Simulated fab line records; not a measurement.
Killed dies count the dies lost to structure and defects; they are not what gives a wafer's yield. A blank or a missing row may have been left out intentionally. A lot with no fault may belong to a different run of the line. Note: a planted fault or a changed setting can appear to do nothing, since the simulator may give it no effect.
Struck lot and sound lot, side by side :: flow sky130 :: 15 out of 708 route steps
Sound: the wafers L410.2, L410.3, L410.6. Struck: wafers L428.2, L428.3, L428.4. The cause comes at the end.
Each step with rows lists, per side, the tool, then ch with its chambers, then its first start. Under that, the readings that differ: sound wafers :: struck wafers :: difference of the means :: sigmas: that difference in standard deviations of wafers without a fault.
alike: same words and numbers on both sides, and readings whose means sit less than 2 such deviations apart. not compared: any withheld reading, any reading some wafer has no value for, any bound like >300 that may hide the same value, and any number with overlapping values for which the record gives no deviation.
The two part at a step that has a row with sigmas, a row that says differs or no value, or rows on one side only. Non-overlapping numbers with no deviation appear without sigmas and do not part them. A reading missing from all wafers of one side parts the sides only when that side holds two or more wafers.

SKY_VT_ADJUST_PCH_TW_MEAS_10:
  struck on film_metro-04, day 16 14:01; sound on film_metro-04, day 11 10:04
  alike: VT_ADJUST_PCH_TW
then, 7 steps without rows for these wafers: SKY_SONOS_TUNNEL_DEHYDRATE_00 (time 60 s); SKY_SONOS_TUNNEL_HMDS_01 (prime time 60 s); SKY_SONOS_TUNNEL_COAT_02 (resist thk 1140 nm); SKY_SONOS_TUNNEL_SOFTBAKE_03 (time 60 s); SKY_SONOS_TUNNEL_EXPOSE_04 (exposes mask TUNM, target cd 410 nm); SKY_SONOS_TUNNEL_PEB_05; SKY_SONOS_TUNNEL_DEVELOP_06 (develop time 60 s).
SKY_SONOS_TUNNEL_CD_MEAS_07: target cd 410 nm.
  struck on cd_sem-01, day 17 18:10; sound on cd_sem-02, day 12 11:05
  alike: cd_nm
SKY_SONOS_TUNNEL_OVL_MEAS_08:
  struck on overlay-01, day 17 18:16; sound on overlay-01, day 12 11:11
  alike: SONOS_TUNNEL_OVL
then, 2 steps without rows for these wafers: SKY_SONOS_TUNNEL_IMPLANT_09; SKY_SONOS_TUNNEL_WET_ETCH_10 (etches SiO2 in dHF, target depth 14 nm, time 280 s).
SKY_SONOS_TUNNEL_STRIP_11: strips in SPM, time 600 s.
  sound on wet_bench-03 ch 3, day 12 11:28; struck on wet_bench-01 ch 3, day 17 18:32
  no value came back on the struck wafers for bath_guard_temp_C (C), bath_heat_duty_pct (%), time_s (s); on the sound wafers bath_guard_temp_C (C) reads 130.0 130.1 130.0
reading: model.NOVOLAK_of_SONOS_TUNNEL_COAT_02.thk_nm (nm)
sound: 0 0 0
struck: 1142 1143 1142
difference: +1142
sigmas: 
SKY_SONOS_TUNNEL_TW_MEAS_12:
  struck on film_metro-04, day 17 18:43; sound on film_metro-04, day 12 11:38
  alike: SONOS_TUNNEL_TW
-- here the record skips 34 days between the struck wafers' starts before and after, leaving off in module SONOS_TUNNEL and picking up in module PAD_OPEN (first step shown: number 708 of the route) --
SKY_PAD_OPEN_PROBE_99:
  struck on prober-01, day 51 07:11; sound on prober-02, day 46 23:14
reading: killed_at_front_end
sound: 18 14 13
struck: 438 443 412
difference: +416
sigmas: +92

reading: killed_dies
sound: 77 80 78
struck: 492 492 492
difference: +414
sigmas: +46

reading: killed_on_rim
sound: 16 14 12
struck: 96 96 96
difference: +82
sigmas: +22
  alike: killed_at_M0_to_M3, killed_at_M4_up, killed_at_contacts, killed_at_other, killed_open, killed_short

WHERE THEY PART
Earliest at SKY_SONOS_TUNNEL_STRIP_11; latest, in this record, at SKY_PAD_OPEN_PROBE_99.

WHY: the cause the simulator had injected
Skipped step whole: wet_bench-01, from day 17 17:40 on, at SKY_SONOS_TUNNEL_STRIP_11. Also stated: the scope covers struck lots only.
